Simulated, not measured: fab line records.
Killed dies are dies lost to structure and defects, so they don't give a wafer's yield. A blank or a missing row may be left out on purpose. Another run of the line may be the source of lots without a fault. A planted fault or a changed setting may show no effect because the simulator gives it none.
A struck lot beside a sound one / flow gf180mcu / 15 out of 602 route steps
Sound: these wafers, L384.3, L384.4, L384.5. The struck wafers were L382.1, L382.4, L382.6. At the end, the cause is stated.
Each step with rows lists, per side, the tool, then ch with its chambers, then its first start. Under that, the readings that differ: sound wafers / struck wafers / difference of the means / sigmas: that difference in standard deviations of wafers without a fault.
alike: readings with means less than 2 such deviations apart, plus words and numbers identical on both sides. not compared: withheld readings, readings lacking a value on some wafer, bounds such as >300 that could conceal the same value, and numbers that have no deviation in the record and whose values overlap.
The two part at a step that has a row with sigmas, a row that says differs or no value, or rows on one side only. Non-overlapping numbers with no deviation appear without sigmas and do not part them. Lack of a reading on every wafer of one side parts them only where that side has two or more wafers.

GF_HV_LDD_TW_MEAS_50:
  sound on film-metro-04, day 15 13:37; struck on film-metro-01, day 15 01:07
  alike: HV_LDD_4_TW
then, 1 step without rows for these wafers: GF_HV_LDD_CLEAN_51 (cleans in SC1/SC2, time 150 s).
GF_HV_LDD_RTA_52: time 10 s.
  sound on rtp-anneal-02 ch 0, day 15 13:44; struck on rtp-anneal-02 ch 0, day 15 01:14
  alike: lamp-power-pct, wafer_temp_C_max
GF_HV_LDD_RS_MEAS_53: uses a four-point probe to measure.
  sound on film-metro-01, day 15 13:49; struck on film-metro-02, day 15 01:17
  alike: HV_LDD_RS
then, 1 step without rows for these wafers: GF_HV_LDD_CVD_54 (deposits SiO2 from TEOS, target thk 10 nm, time 75 s).
GF_HV_LDD_THK_MEAS_55:
  sound on film-metro-04, day 15 14:56; struck on film-metro-02, day 15 02:26
  alike: HV_LDD_CVD_54_THK
then, 1 step without rows for these wafers: GF_HV_LDD_CVD_56 (deposits Si3N4 from DCS/NH3, target thk 90 nm, time 1543 s).
GF_HV_LDD_THK_MEAS_57:
  sound on film-metro-01, day 15 17:43; struck on film-metro-04, day 15 03:55
  alike: HV_LDD_CVD_56_THK
GF_HV_LDD_ETCHBACK_58: etches Si3N4 in CH3F/O2, stops on SiO2, time 100 s, target depth 90 nm.
  sound on rie-diel-01 ch 1,2, day 15 17:46; struck on rie-diel-03 ch 0,1, day 15 03:59
  alike: bias-w, chamber-pressure-mTorr, drypump-motor-current-A, oes-product-au, throttle-valve-pct
  not compared: rf-hours-counter-h
then, 3 steps without rows for these wafers: GF_NSD_DEHYDRATE_00 (time 60 s); GF_NSD_HMDS_01 (prime time 60 s); GF_NSD_COAT_02 (resist thk 1000 nm).
GF_NSD_SOFTBAKE_03: time 60 s.
  sound on litho-track-02 ch 0, day 16 04:20; struck on litho-track-04 ch 0, day 15 14:23
reading=run-length-s (s); sound=89.4 89.3 89.2; struck=104.4 104.2 104.2; difference=+15.0; sigmas=+48
then, 1 step without rows for these wafers: GF_NSD_EXPOSE_04 (exposes mask Nplus, target cd 400 nm).
-- the record jumps here: 16 days lie between the struck wafers' starts before and after (it left off in module NSD and takes up again in module PASSIVATION, whose first step shown is number 602 of the route) --
GF_PASSIVATION_PROBE_99:
  only the struck wafers here have rows in the record (prober-02, day 31 09:35); the sound ones have none

WHERE THEY PART
At GF_NSD_SOFTBAKE_03 first; at GF_PASSIVATION_PROBE_99 last (within this record only).

WHY: what had been put in by the simulator
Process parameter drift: litho-track-04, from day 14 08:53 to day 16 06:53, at GF_NSD_SOFTBAKE_03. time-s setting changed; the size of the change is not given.
